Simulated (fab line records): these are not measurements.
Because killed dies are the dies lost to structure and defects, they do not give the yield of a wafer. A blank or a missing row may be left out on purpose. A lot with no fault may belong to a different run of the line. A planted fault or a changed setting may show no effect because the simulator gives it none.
Which tool did it?	flow gf180mcu	12 lots with 36 wafers sampled at 6 steps, on a route of 602 steps

== WHAT THE GAUGES READ, wafer by wafer ==
GF_VT_IMPLANT_RS_MEAS_49: uses a four-point probe to measure.
lot	measured	on	MVPSD_RS (ohm/sq)
L365	day 7 22:33	film-metro-03	1170.9 1173.8 1174.9
L366	day 8 01:26	film-metro-04	1164.5 1162.8 1166.5
L367	day 8 02:37	film-metro-03	1167.5 1170.6 1172.2
L371	day 9 09:37	film-metro-02	1168.7 1168.8 1168.8
L373	day 10 04:54	film-metro-02	1170.2 1171.9 1169.0
L374	day 10 08:53	film-metro-02	1077.4 1077.3 1079.8 1075.4 1075.4 1078.0
L376	day 10 18:49	film-metro-02	1078.1 1076.1 1076.9 1078.6 1078.3 1076.4
L380	day 11 18:40	film-metro-04	1171.6 1172.1 1174.6
L381	day 12 02:10	film-metro-03	1168.3 1164.6 1167.0
L383	day 12 15:02	film-metro-02	1171.3 1170.6 1169.6
L385	day 13 02:14	film-metro-04	1161.9 1162.6 1166.7
L388	day 13 21:15	film-metro-02	1171.3 1174.1 1171.2

GF_PSD_CD_MEAS_07: the cd target is 400 nm.
lot	measured	on	cd-nm (nm)
L365	day 14 13:41	cd-sem-02	398 397 396
L366	day 14 15:46	cd-sem-02	403 403 402
L367	day 15 00:50	cd-sem-01	401 399 399
L371	day 16 15:58	cd-sem-02	401 400 398
L373	day 17 14:04	cd-sem-01	397 396 395
L374	day 17 18:53	cd-sem-02	402 404 403
L376	day 18 13:49	cd-sem-02	397 396 398
L380	day 19 12:32	cd-sem-01	402 400 400
L381	day 19 21:34	cd-sem-02	396 395 396
L383	day 20 09:26	cd-sem-01	396 396 398
L385	day 21 01:11	cd-sem-02	399 400 399
L388	day 22 01:55	cd-sem-02	403 404 403

GF_SAB_THK_MEAS_01.
lot	measured	on	SAB_CVD_00_THK (nm)
L365	day 14 14:35	film-metro-01	49.9 50.8 51.2
L366	day 14 16:38	film-metro-02	50.7 51.0 50.7
L367	day 15 01:45	film-metro-03	50.0 50.4 51.4
L371	day 16 16:51	film-metro-03	50.4 50.8 51.1
L373	day 17 14:55	film-metro-03	49.8 49.8 49.5
L374	day 17 19:45	film-metro-01	49.0 49.6 49.7
L376	day 18 14:47	film-metro-02	49.3 48.5 49.9
L380	day 19 13:23	film-metro-03	50.1 51.1 51.0
L381	day 19 22:26	film-metro-01	49.6 50.9 51.7
L383	day 20 10:26	film-metro-01	50.4 50.6 51.1
L385	day 21 02:05	film-metro-03	50.1 50.4 51.0
L388	day 22 02:46	film-metro-03	49.6 51.3 50.3

GF_SALICIDE_THK_MEAS_05: measures by xrf.
lot	measured	on	SALICIDE_TIN_THK (nm)
L365	day 15 12:13	film-metro-01	20.01 19.95 19.73
L366	day 15 14:08	film-metro-03	20.42 20.35 20.19
L367	day 15 23:24	film-metro-04	20.46 20.29 20.40
L371	day 17 15:33	film-metro-04	20.06 19.81 19.90
L373	day 18 14:55	film-metro-01	19.93 19.89 20.44
L374	day 18 19:22	film-metro-01	19.84 20.01 19.90
L376	day 19 13:31	film-metro-04	20.35 20.11 20.25
L380	day 20 13:52	film-metro-01	20.13 20.13 20.07
L381	day 20 22:35	film-metro-01	20.23 20.56 20.44
L383	day 21 10:16	film-metro-03	19.66 19.59 19.60
L385	day 22 02:55	film-metro-04	19.72 19.61 19.82
L388	day 23 02:43	film-metro-04	20.30 20.13 20.09

== WHICH TOOL RAN EACH LOT (tool, then ch and the chambers of the sampled wafers, then the start) ==
lot	GF_MVPSD_IMPLANT_09	GF_VT_IMPLANT_WET_ETCH_50
L365	implanter-01 ch 0, day 5 07:03	wet-bench-01 ch 0, day 7 22:38
L366	implanter-03 ch 0, day 5 09:51	wet-bench-04 ch 1, day 8 01:29
L367	implanter-03 ch 0, day 5 11:03	wet-bench-03 ch 3, day 8 02:44
L371	implanter-03 ch 0, day 6 16:05	wet-bench-01 ch 1, day 9 09:44
L373	implanter-04 ch 0, day 7 09:16	wet-bench-03 ch 1, day 10 05:00
L374	implanter-03 ch 0, day 7 12:09	wet-bench-01 ch 0, day 10 12:42
L376	implanter-03 ch 0, day 7 23:26	wet-bench-01 ch 3, day 10 22:07
L380	implanter-04 ch 0, day 8 19:12	wet-bench-01 ch 3, day 11 18:47
L381	implanter-04 ch 0, day 9 02:05	wet-bench-01 ch 3, day 12 02:17
L383	implanter-01 ch 0, day 9 14:04	wet-bench-04 ch 0, day 12 15:08
L385	implanter-04 ch 0, day 9 23:43	wet-bench-04 ch 2, day 13 02:18
L388	implanter-04 ch 0, day 10 15:52	wet-bench-04 ch 1, day 13 21:21
- GF_MVPSD_IMPLANT_09
- GF_VT_IMPLANT_WET_ETCH_50: etches SiO2 in dHF, target depth 20 nm, time 400 s.

== AS READ BY THE TOOLS THEMSELVES (means over the sampled wafers that have a number; for cases with no such wafer, the mark the record gives instead) ==
GF_MVPSD_IMPLANT_09.
lot	tool	dose-ions-cm2	faraday-current-uA
L365	implanter-01	5.004e+12	28.7
L366	implanter-03	5.006e+12	28.3
L367	implanter-03	4.998e+12	28.4
L371	implanter-03	5.002e+12	28.2
L373	implanter-04	4.995e+12	27.5
L374	implanter-03	7.411e+12	42.2
L376	implanter-03	7.415e+12	42.1
L380	implanter-04	5.003e+12	28.2
L381	implanter-04	4.996e+12	27.9
L383	implanter-01	4.999e+12	28.0
L385	implanter-04	5.001e+12	28.4
L388	implanter-04	4.992e+12	27.6

== THE ANSWER, worked out from the rows above alone ==
Rule: the lots themselves supply what counts as usual. The widest of any qualifying gaps counts: lots, ordered by their means at a reading, are off when they make up no more than a third of the lots, leave a main group of 4 or more, and stand apart from it by 3 or more times the standard deviation of that group's means. A main group whose means are all the same, to the digits that the tables above print for the reading, isn't used. Also off: a lot with no number at a reading for which 4 or more lots have one. Where the step has rows for the other lots, those lots are counted as sound. After the gauges, taken in route order, come the tools' own readings; for these a lot's mean is taken, as printed above. The first step at which some lot is off is used, and at that step the reading that is off furthest; a lot without a number counts as furthest.
Off: at GF_VT_IMPLANT_RS_MEAS_49 (MVPSD_RS), L374, L376. Mean 1169.3 ohm/sq and standard deviation 3.2 in the main group.
If a tool, at a process step before that reading, ran all the lots that are off and no sound lot after the first of them, it fits. Not tried: the gauges at GF_VT_IMPLANT_RS_MEAS_49; whatever is off there is also off at GF_MVPSD_IMPLANT_09, on other tools, and gauge error can't account for it. One fits: implanter-03 at GF_MVPSD_IMPLANT_09. A fault onset in the window from L371 (day 6 16:05, its last sound lot) to L374 (day 7 12:09, its first lot off) fits.
The tool's own readings at GF_MVPSD_IMPLANT_09 bear it out: on the lots that are off they differ by more than 5 times the standard deviation of the sound lots' means. dose-ions-cm2 reads 7.413e+12 there against 5.000e+12 on the sound lots; faraday-current-uA reads 42.2 there against 28.1 on the sound lots.

== WHAT THE SIMULATOR HAD PUT IN ==
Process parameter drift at GF_MVPSD_IMPLANT_09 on implanter-03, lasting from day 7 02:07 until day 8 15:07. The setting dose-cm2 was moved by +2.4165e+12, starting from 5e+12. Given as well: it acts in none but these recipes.
Lots struck among those shown: L374, L376. The rule above found the same.
